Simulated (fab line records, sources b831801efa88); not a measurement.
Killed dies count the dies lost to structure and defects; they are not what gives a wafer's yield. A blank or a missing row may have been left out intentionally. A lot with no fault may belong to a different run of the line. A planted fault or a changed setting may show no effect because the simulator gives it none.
Comparing a struck lot with a sound one || flow gf180mcu || 20 steps out of a route of 602
Sound: wafers L463.2, L463.3, L463.6. Struck: wafers L458.2, L458.3 (left out: L458.1, a lot-mate that was not struck); the cause follows at the end.
For every step that has rows: the tool of each side, followed by ch and its chambers, followed by its first start. Under that, the readings that differ: sound wafers || struck wafers || difference of the means || sigmas: that difference in standard deviations of wafers without a fault.
alike: words and numbers the same on both sides, and readings whose means are apart by under 2 such deviations; not compared: readings that were withheld, readings missing a value for some wafer, numbers with overlapping values and no deviation given by the record, and bounds like >300 which may hide the same value.
Wherever a step has rows on one side only, a row that says differs or no value, or a row with sigmas, the two part there. Numbers that don't overlap but have no deviation are shown without sigmas and don't part them. Lack of a reading on every wafer of one side parts them only where that side has two or more wafers.

first, 1 step without rows for these wafers: GF_V4_CVD_00 (deposits SiO2, target thk 600 nm, time 100 s).
GF_V4_THK_MEAS_01:
  sound on filmMetro-01 at day 27 07:38; struck on filmMetro-04 at day 25 13:20
  alike: V4_CVD_00_THK
GF_V4_CVD_02: deposits SiO2 from TEOS, target thk 850 nm, time 94.851 s.
  sound on pecvd-03 ch 0,1, day 27 07:41; struck on pecvd-04 ch 1,2, day 25 13:23
  alike: heaterPowerOuterW, heaterPowerW, rfFwdPowerW
GF_V4_THK_MEAS_03:
  sound on filmMetro-03 at day 27 07:46; struck on filmMetro-04 at day 25 13:28
  alike: V4_CVD_02_THK
GF_V4_CMP_04: polishes SiO2.
  sound on cmp-01 ch 0,3, day 27 07:56; struck on cmp-02 ch 1,2, day 25 13:31
  alike: motorCurrentA, platenRpm, timeToEndpointS
GF_V4_BOW_MEAS_05:
  sound on filmMetro-03 at day 27 08:16; struck on filmMetro-04 at day 25 13:49
  alike: V4_BOW
then, 6 steps without rows for these wafers: GF_V4_DEHYDRATE_06 (time 60 s); GF_V4_HMDS_07 (prime time 60 s); GF_V4_COAT_08; GF_V4_COAT_09 (resist thk 991.1 nm); GF_V4_SOFTBAKE_10 (time 60 s); GF_V4_EXPOSE_11 (exposes mask Via4, target cd 260 nm).
GF_V4_PEB_12: peb time 90 s.
  sound on lithoTrack-01 ch 0, day 28 03:35; struck on lithoTrack-04 ch 0, day 26 14:42
{"reading": "heaterPowerTotalW (W)", "sound": "85.75 85.68 85.73", "struck": "94.15 94.30", "difference": "+8.50", "sigmas": "+99 or more"}
{"reading": "plateTempC (C)", "sound": "134.80 134.84 134.89", "struck": "- -", "difference": "no value on the struck wafers", "sigmas": ""}
then, 1 step without rows for these wafers: GF_V4_DEVELOP_13 (develop time 60 s).
GF_V4_CD_MEAS_14: target cd 260 nm.
  sound on cdSem-01 at day 28 03:55; struck on cdSem-02 at day 26 15:03
{"reading": "cdNm (nm)", "sound": "260.0 259.4 259.5", "struck": "251.9 252.4", "difference": -7.5, "sigmas": -7}
GF_V4_OVL_MEAS_15:
  sound on overlay-01 at day 28 04:01; struck on overlay-02 at day 26 15:10
  alike: V4_OVL
GF_V4_ETCH_16: etches BARC in N2/H2.
  sound on rieDiel-01 ch 1,2, day 28 04:03; struck on rieDiel-01 ch 0,1, day 26 15:12
{"reading": "model.V4.cdNm (nm)", "sound": "258.9 260.1 259.6", "struck": "251.9 252.2", "difference": -7.5, "sigmas": ""}
  alike: drypumpMotorCurrentA, h2FlowSccm, n2FlowSccm, oesProductAu, rfFwdPowerW, throttleValvePct
GF_V4_ETCH_17: etches SiO2 in C4F8/O2/Ar, stops on TiN, target depth 630 nm.
  sound on rieDiel-01 ch 1,2; struck on rieDiel-01 ch 0,1
{"reading": "model.V4.cdNm (nm)", "sound": "258.7 259.8 259.6", "struck": "252.1 252.2", "difference": -7.2, "sigmas": ""}
  alike: oesProductAu, rfFwdPowerW
GF_V4_STRIP_18: strips in O2/N2.
  sound on plasmaAsher-04 ch 1, day 28 04:11; struck on plasmaAsher-02 ch 0,1, day 26 15:20
{"reading": "heaterPowerW (W)", "sound": "361 364 360", "struck": "285 250", "difference": -94, "sigmas": -3}
  alike: drypumpMotorCurrentA, n2FlowSccm, oesProductAu
  not compared: rfHoursCounterH
-- the record jumps here: 4 days lie between the struck wafers' starts before and after (it left off in module V4 and takes up again in module PASSIVATION, whose first step shown is number 602 of the route) --
GF_PASSIVATION_PROBE_99:
  rows exist in the record for the struck wafers here (prober-01, day 30 21:19), but not for the sound ones

WHERE THEY PART
Last at GF_PASSIVATION_PROBE_99 as far as this record goes, first at GF_V4_PEB_12.

WHY: what had been put in by the simulator
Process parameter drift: lithoTrack-04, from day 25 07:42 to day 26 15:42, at GF_V4_PEB_12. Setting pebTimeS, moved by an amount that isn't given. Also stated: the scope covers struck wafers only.
